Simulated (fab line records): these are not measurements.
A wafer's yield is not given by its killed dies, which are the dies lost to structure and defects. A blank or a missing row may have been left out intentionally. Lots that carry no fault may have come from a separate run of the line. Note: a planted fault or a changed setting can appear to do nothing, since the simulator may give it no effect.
Which of the tools did it? :: flow gf180mcu :: Sampling: 11 lots, 33 wafers, 6 of 602 route steps

WHAT THE GAUGES SHOWED, per wafer
GF_SALICIDE_THK_MEAS_05: measures by xrf. Usual: SALICIDE_TIN_THK gives 20.2 nm (standard deviation 0.3).
lot: L939
measured: day 15 02:19
on: film_metro-02
SALICIDE_TIN_THK (nm): 20.4 20.1 20.2
flag: 

lot: L940
measured: day 15 12:15
on: film_metro-04
SALICIDE_TIN_THK (nm): 19.9 19.9 20.2
flag: 

lot: L941
measured: day 15 18:51
on: film_metro-02
SALICIDE_TIN_THK (nm): 20.6 20.7 20.9
flag: 

lot: L943
measured: day 16 13:14
on: film_metro-02
SALICIDE_TIN_THK (nm): 20.1 20.3 20.7
flag: 

lot: L945
measured: day 17 05:44
on: film_metro-04
SALICIDE_TIN_THK (nm): 19.9 19.8 19.7
flag: 

lot: L946
measured: day 17 15:58
on: film_metro-02
SALICIDE_TIN_THK (nm): 20.0 20.0 20.3
flag: 

lot: L948
measured: day 18 15:20
on: film_metro-02
SALICIDE_TIN_THK (nm): 20.4 20.7 20.6
flag: 

lot: L952
measured: day 19 23:40
on: film_metro-04
SALICIDE_TIN_THK (nm): 20.0 19.9 20.2
flag: 

lot: L955
measured: day 20 22:32
on: film_metro-01
SALICIDE_TIN_THK (nm): 20.2 20.1 20.0
flag: 

lot: L956
measured: day 21 06:58
on: film_metro-04
SALICIDE_TIN_THK (nm): 20.0 20.0 20.0
flag: 

lot: L961
measured: day 22 21:33
on: film_metro-01
SALICIDE_TIN_THK (nm): 20.1 19.8 20.0
flag: 

GF_CONTACT_THK_MEAS_03. Usual: CONTACT_CVD_02_THK gives 864 nm (standard deviation 11).
lot: L939
measured: day 15 02:52
on: film_metro-03
CONTACT_CVD_02_THK (nm): 851 868 858
flag: 

lot: L940
measured: day 15 12:49
on: film_metro-04
CONTACT_CVD_02_THK (nm): 857 856 854
flag: 

lot: L941
measured: day 15 19:23
on: film_metro-04
CONTACT_CVD_02_THK (nm): 856 858 866
flag: 

lot: L943
measured: day 16 13:47
on: film_metro-01
CONTACT_CVD_02_THK (nm): 863 855 874
flag: 

lot: L945
measured: day 17 06:17
on: film_metro-04
CONTACT_CVD_02_THK (nm): 856 871 874
flag: 

lot: L946
measured: day 17 16:29
on: film_metro-04
CONTACT_CVD_02_THK (nm): 865 868 866
flag: 

lot: L948
measured: day 18 15:58
on: film_metro-03
CONTACT_CVD_02_THK (nm): 865 862 874
flag: 

lot: L952
measured: day 20 00:13
on: film_metro-03
CONTACT_CVD_02_THK (nm): 854 866 874
flag: 

lot: L955
measured: day 20 23:04
on: film_metro-03
CONTACT_CVD_02_THK (nm): 866 852 859
flag: 

lot: L956
measured: day 21 07:35
on: film_metro-03
CONTACT_CVD_02_THK (nm): 853 864 864
flag: 

lot: L961
measured: day 22 22:11
on: film_metro-04
CONTACT_CVD_02_THK (nm): 869 884 872
flag: 

GF_CONTACT_RS_MEAS_25: measurement is done with a four-point probe. Usual: CONTACT_W_RS gives 0.383 ohm/sq (standard deviation 0.004).
lot: L939
measured: day 16 02:25
on: film_metro-03
CONTACT_W_RS (ohm/sq): 0.387 0.390 0.392
flag: 

lot: L940
measured: day 16 11:58
on: film_metro-04
CONTACT_W_RS (ohm/sq): 0.378 0.388 0.382
flag: 

lot: L941
measured: day 16 18:54
on: film_metro-03
CONTACT_W_RS (ohm/sq): 0.386 0.390 0.388
flag: 

lot: L943
measured: day 17 13:52
on: film_metro-01
CONTACT_W_RS (ohm/sq): 0.381 0.382 0.381
flag: 

lot: L945
measured: day 18 06:41
on: film_metro-04
CONTACT_W_RS (ohm/sq): 0.386 0.381 0.382
flag: 

lot: L946
measured: day 18 17:05
on: film_metro-03
CONTACT_W_RS (ohm/sq): 0.385 0.387 0.384
flag: 

lot: L948
measured: day 19 17:43
on: film_metro-01
CONTACT_W_RS (ohm/sq): 0.389 0.387 0.388
flag: 

lot: L952
measured: day 21 01:26
on: film_metro-03
CONTACT_W_RS (ohm/sq): 0.383 0.385 0.382
flag: 

lot: L955
measured: day 21 23:46
on: film_metro-04
CONTACT_W_RS (ohm/sq): 0.382 0.232 0.235 0.382 0.232 0.235
flag: OFF

lot: L956
measured: day 22 08:07
on: film_metro-01
CONTACT_W_RS (ohm/sq): 0.376 0.233 0.377 0.376 0.233 0.376
flag: OFF

lot: L961
measured: day 23 22:45
on: film_metro-03
CONTACT_W_RS (ohm/sq): 0.382 0.377 0.383
flag: 

GF_CONTACT_THK_MEAS_26: measures by xrf. Usual: CONTACT_W_THK gives 292 nm (standard deviation 3.5).
lot: L939
measured: day 16 02:31
on: film_metro-03
CONTACT_W_THK (nm): 291 290 288
flag: 

lot: L940
measured: day 16 12:05
on: film_metro-04
CONTACT_W_THK (nm): 293 287 289
flag: 

lot: L941
measured: day 16 19:01
on: film_metro-03
CONTACT_W_THK (nm): 293 289 291
flag: 

lot: L943
measured: day 17 13:58
on: film_metro-01
CONTACT_W_THK (nm): 292 293 293
flag: 

lot: L945
measured: day 18 06:48
on: film_metro-04
CONTACT_W_THK (nm): 284 290 289
flag: 

lot: L946
measured: day 18 17:10
on: film_metro-03
CONTACT_W_THK (nm): 291 292 293
flag: 

lot: L948
measured: day 19 17:50
on: film_metro-01
CONTACT_W_THK (nm): 288 288 289
flag: 

lot: L952
measured: day 21 01:32
on: film_metro-03
CONTACT_W_THK (nm): 293 291 292
flag: 

lot: L955
measured: day 22 02:57
on: film_metro-04
CONTACT_W_THK (nm): 291 468 465 289 463 462
flag: OFF

lot: L956
measured: day 22 11:34
on: film_metro-01
CONTACT_W_THK (nm): 299 479 298 299 478 300
flag: OFF

lot: L961
measured: day 23 22:52
on: film_metro-03
CONTACT_W_THK (nm): 294 298 293
flag: 

WHICH TOOL RAN EACH LOT (tool, then ch and the chambers of the sampled wafers, then the start)
lot: L939
GF_SALICIDE_RTA_06: rtp_anneal-01 ch 0, day 15 02:23
GF_CONTACT_CVD_24: cvd_w-02 ch 0,1, day 16 02:17

lot: L940
GF_SALICIDE_RTA_06: rtp_anneal-01 ch 0, day 15 12:19
GF_CONTACT_CVD_24: cvd_w-02 ch 1, day 16 11:52

lot: L941
GF_SALICIDE_RTA_06: rtp_anneal-02 ch 0, day 15 18:55
GF_CONTACT_CVD_24: cvd_w-02 ch 0, day 16 18:47

lot: L943
GF_SALICIDE_RTA_06: rtp_anneal-01 ch 0, day 16 13:19
GF_CONTACT_CVD_24: cvd_w-01 ch 0, day 17 13:44

lot: L945
GF_SALICIDE_RTA_06: rtp_anneal-02 ch 0, day 17 05:48
GF_CONTACT_CVD_24: cvd_w-02 ch 0,1, day 18 06:35

lot: L946
GF_SALICIDE_RTA_06: rtp_anneal-01 ch 0, day 17 16:02
GF_CONTACT_CVD_24: cvd_w-02 ch 0,1, day 18 16:57

lot: L948
GF_SALICIDE_RTA_06: rtp_anneal-01 ch 0, day 18 15:23
GF_CONTACT_CVD_24: cvd_w-01 ch 0, day 19 17:37

lot: L952
GF_SALICIDE_RTA_06: rtp_anneal-02 ch 0, day 19 23:45
GF_CONTACT_CVD_24: cvd_w-01 ch 0,1, day 21 01:20

lot: L955
GF_SALICIDE_RTA_06: rtp_anneal-01 ch 0, day 20 22:36
GF_CONTACT_CVD_24: cvd_w-02 ch 0,1, day 21 23:40

lot: L956
GF_SALICIDE_RTA_06: rtp_anneal-02 ch 0, day 21 07:02
GF_CONTACT_CVD_24: cvd_w-02 ch 1, day 22 07:56

lot: L961
GF_SALICIDE_RTA_06: rtp_anneal-02 ch 0, day 22 21:37
GF_CONTACT_CVD_24: cvd_w-01 ch 0,1, day 23 22:38
- GF_SALICIDE_RTA_06: time 30 s.
- GF_CONTACT_CVD_24: deposits W, target thk 300 nm, time 90.339 s.

WHAT THE TOOLS THEMSELVES READ (means of the sampled wafers that have a number; where no wafer has one, the mark that the record gives instead)
GF_SALICIDE_RTA_06. Usual: anneal_temp_c_max 533.2, standard deviation 0.95; lamp_power_pct 5.7 %, standard deviation 0.48; wafer_temp_C_max 532.4, standard deviation 0.56.
lot: L939
tool: rtp_anneal-01
anneal_temp_c_max: 534.7
lamp_power_pct (%): 6.3
wafer_temp_C_max: 532.3
flag: 

lot: L940
tool: rtp_anneal-01
anneal_temp_c_max: 535.2
lamp_power_pct (%): 6.3
wafer_temp_C_max: 532.3
flag: 

lot: L941
tool: rtp_anneal-02
anneal_temp_c_max: 532.3
lamp_power_pct (%): 5.3
wafer_temp_C_max: 532.2
flag: 

lot: L943
tool: rtp_anneal-01
anneal_temp_c_max: 534.0
lamp_power_pct (%): 6.3
wafer_temp_C_max: 532.5
flag: 

lot: L945
tool: rtp_anneal-02
anneal_temp_c_max: 532.6
lamp_power_pct (%): 5.3
wafer_temp_C_max: 532.1
flag: 

lot: L946
tool: rtp_anneal-01
anneal_temp_c_max: 534.6
lamp_power_pct (%): 6.3
wafer_temp_C_max: 533.2
flag: 

lot: L948
tool: rtp_anneal-01
anneal_temp_c_max: 532.8
lamp_power_pct (%): 6.3
wafer_temp_C_max: 532.6
flag: 

lot: L952
tool: rtp_anneal-02
anneal_temp_c_max: 533.1
lamp_power_pct (%): 5.3
wafer_temp_C_max: 532.0
flag: 

lot: L955
tool: rtp_anneal-01
anneal_temp_c_max: 534.0
lamp_power_pct (%): 6.3
wafer_temp_C_max: 532.8
flag: 

lot: L956
tool: rtp_anneal-02
anneal_temp_c_max: 532.6
lamp_power_pct (%): 5.3
wafer_temp_C_max: 532.6
flag: 

lot: L961
tool: rtp_anneal-02
anneal_temp_c_max: 532.7
lamp_power_pct (%): 5.3
wafer_temp_C_max: 531.9
flag: 

GF_CONTACT_CVD_24. Usual: heater_power_w reads 872 W (standard deviation 56).
lot: L939
tool: cvd_w-02
heater_power_w (W): 848
flag: 

lot: L940
tool: cvd_w-02
heater_power_w (W): 851
flag: 

lot: L941
tool: cvd_w-02
heater_power_w (W): 843
flag: 

lot: L943
tool: cvd_w-01
heater_power_w (W): 941
flag: 

lot: L945
tool: cvd_w-02
heater_power_w (W): 815
flag: 

lot: L946
tool: cvd_w-02
heater_power_w (W): 811
flag: 

lot: L948
tool: cvd_w-01
heater_power_w (W): 948
flag: 

lot: L952
tool: cvd_w-01
heater_power_w (W): 930
flag: 

lot: L955
tool: cvd_w-02
heater_power_w (W): 817
flag: 

lot: L956
tool: cvd_w-02
heater_power_w (W): 841
flag: 

lot: L961
tool: cvd_w-01
heater_power_w (W): 935
flag: 

THE ANSWER, worked out from the rows above alone
Rule: take the mean of a lot's wafers that have a number; if it is more than 3 standard deviations from the usual mean, the lot is off. Also off: a lot with no number at a reading for which 4 or more lots have one. All remaining lots with rows at the step are treated as sound. The gauges are gone through in route order, then the tools' own readings, and for those a lot's mean is taken as printed above. The first step at which some lot is off is used, and at that step the reading that is off furthest; a lot without a number counts as furthest.
Off: L955, L956, at GF_CONTACT_RS_MEAS_25 (CONTACT_W_RS).
If a tool, at a process step before that reading, ran all the lots that are off and no sound lot after the first of them, it fits. The gauges at GF_CONTACT_RS_MEAS_25 are tried like those tools. One fits: GF_CONTACT_CVD_24 on cvd_w-02. Its last sound lot is L946 (day 18 16:57), its first lot that is off L955 (day 21 23:40): a fault that began between those two fits.

WHAT THE SIMULATOR PUT IN
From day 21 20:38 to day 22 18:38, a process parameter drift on cvd_w-02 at GF_CONTACT_CVD_24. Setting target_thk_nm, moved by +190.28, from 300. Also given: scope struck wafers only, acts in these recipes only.
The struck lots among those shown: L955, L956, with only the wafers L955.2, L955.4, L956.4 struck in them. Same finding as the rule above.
